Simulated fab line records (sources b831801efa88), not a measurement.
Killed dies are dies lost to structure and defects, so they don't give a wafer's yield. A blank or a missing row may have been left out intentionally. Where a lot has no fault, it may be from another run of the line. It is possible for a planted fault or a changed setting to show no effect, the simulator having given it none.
What tool caused it? ; flow gf180mcu ; 39 wafers from 13 lots sampled at 4 of the route's 602 steps

WHAT THE GAUGES READ, wafer by wafer
GF_V5_CD_MEAS_14 targets a cd of 260 nm.
lot;measured;on;cd nm (nm)
L501;day 27 10:17;cd sem-01;260.4 260.7 259.0
L502;day 27 17:55;cd sem-01;259.7 259.4 259.9
L503;day 27 22:14;cd sem-01;259.2 258.9 259.0
L506;day 29 03:56;cd sem-01;259.4 259.9 261.0
L507;day 29 08:34;cd sem-01;258.7 258.3 258.7
L508;day 29 13:17;cd sem-02;260.9 260.2 259.3
L509;day 29 20:05;cd sem-01;259.3 259.8 259.0
L510;day 30 03:15;cd sem-01;258.3 259.1 260.1
L511;day 30 13:35;cd sem-02;257.5 258.1 259.0
L513;day 31 03:50;cd sem-02;261.4 261.6 261.3
L520;day 32 19:43;cd sem-02;259.2 258.1 257.8
L523;day 33 10:50;cd sem-02;259.6 260.1 259.3
L524;day 33 22:02;cd sem-01;260.4 259.2 259.2

GF_PASSIVATION_THK_MEAS_01.
lot;measured;on;PASSIVATION_CVD_00_THK (nm)
L501;day 28 11:58;film metro-01;1004 991 1027
L502;day 28 15:54;film metro-04;1009 1017 994
L503;day 28 18:38;film metro-01;984 1011 989
L506;day 30 01:32;film metro-04;991 1012 987
L507;day 30 05:38;film metro-01;983 962 977
L508;day 30 10:26;film metro-01;984 989 999
L509;day 30 17:46;film metro-01;997 978 1005
L510;day 31 00:09;film metro-04;1004 967 984
L511;day 31 10:01;film metro-01;990 1004 989
L513;day 31 23:55;film metro-01;996 1000 1001
L520;day 33 14:38;film metro-02;1008 1037 992
L523;day 34 04:47;film metro-04;1003 971 1001
L524;day 34 15:09;film metro-01;993 987 1005

EACH LOT AND THE TOOL THAT RAN IT (in order: tool; ch and the chambers of the sampled wafers; start)
lot;GF_M4_SPUTTER_00;GF_V5_ETCH_17
L501;pvd sputter-02, day 22 15:58;rie diel-04 ch 0,2,3, day 28 11:58 or earlier
L502;pvd sputter-04, day 22 23:02;rie diel-04 ch 0,2,3, day 28 15:54 or earlier
L503;pvd sputter-04, day 23 06:29;rie diel-04 ch 1,3, day 28 18:38 or earlier
L506;pvd sputter-03, day 24 13:02;rie diel-02 ch 0,2,3, day 30 01:32 or earlier
L507;pvd sputter-02, day 24 18:54;rie diel-03 ch 0,2,3, day 30 05:38 or earlier
L508;pvd sputter-04, day 25 05:32;rie diel-04 ch 1,2,3, day 30 10:26 or earlier
L509;pvd sputter-02, day 25 12:00;rie diel-03 ch 1,2,3, day 30 17:46 or earlier
L510;pvd sputter-02, day 25 20:02;rie diel-02 ch 0,2,3, day 31 00:09 or earlier
L511;pvd sputter-02, day 26 08:03;rie diel-02 ch 0,3, day 31 10:01 or earlier
L513;pvd sputter-02, day 26 22:28;rie diel-02 ch 0,2,3, day 31 23:55 or earlier
L520;pvd sputter-04, day 28 19:26;rie diel-04 ch 0,1,2, day 33 14:38 or earlier
L523;pvd sputter-03, day 29 15:03;rie diel-02 ch 0,1,3, day 34 04:47 or earlier
L524;pvd sputter-02, day 30 04:59;rie diel-04 ch 0,2, day 34 15:09 or earlier
- GF_M4_SPUTTER_00: material Ti, target thk 37.5 nm, time 150 s.
- GF_V5_ETCH_17: etches SiO2 in C4F8/O2/Ar, stops on TiN, target depth 855 nm.

WHAT THE TOOLS THEMSELVES READ (means of the sampled wafers that have a number; where no wafer has one, the mark that the record gives instead)
GF_M4_SPUTTER_00.
lot;tool;throttle valve pct (%)
L501;pvd sputter-02;30.2
L502;pvd sputter-04;29.2
L503;pvd sputter-04;30.0
L506;pvd sputter-03;29.4
L507;pvd sputter-02;29.6
L508;pvd sputter-04;29.9
L509;pvd sputter-02;30.0
L510;pvd sputter-02;30.2
L511;pvd sputter-02;29.6
L513;pvd sputter-02;30.2
L520;pvd sputter-04;29.8
L523;pvd sputter-03;29.9
L524;pvd sputter-02;30.3

GF_V5_ETCH_17.
lot;tool;oes product au (a.u.);rf fwd power W (W)
L501;rie diel-04;0.861;1493
L502;rie diel-04;0.862;1494
L503;rie diel-04;0.857;1494
L506;rie diel-02;0.859;1494
L507;rie diel-03;0.860;1495
L508;rie diel-04;0.857;1496
L509;rie diel-03;0.860;1493
L510;rie diel-02;0.859;1492
L511;rie diel-02;0.861;1494
L513;rie diel-02;0.861;1498
L520;rie diel-04;0.860;1491
L523;rie diel-02;0.865;1494
L524;rie diel-04;0.856;1491

THE ANSWER, worked out from the rows above alone
Rule: usual is defined by the lots themselves. Put in order of their means at a reading, lots are off if they are a third of the lots or fewer, leave a main group of 4 or more, and stand apart from it by a gap of 3 or more times the standard deviation of the main group's means; of several such gaps the widest counts. The tables above print the reading to a certain number of digits; a main group whose means all agree to those digits is not used. A lot without any number at a reading at which 4 lots or more have one is off too. The other lots that the step has rows for count as sound. Order of review: gauges by route order, followed by the tools' own readings, for which a lot's mean as printed above is used. At the first step where some lot is off, the reading lying furthest off is the one used; lots without a number count as furthest.
No lot is off at any reading shown: from this, nothing can be told.

WHAT THE SIMULATOR PUT IN
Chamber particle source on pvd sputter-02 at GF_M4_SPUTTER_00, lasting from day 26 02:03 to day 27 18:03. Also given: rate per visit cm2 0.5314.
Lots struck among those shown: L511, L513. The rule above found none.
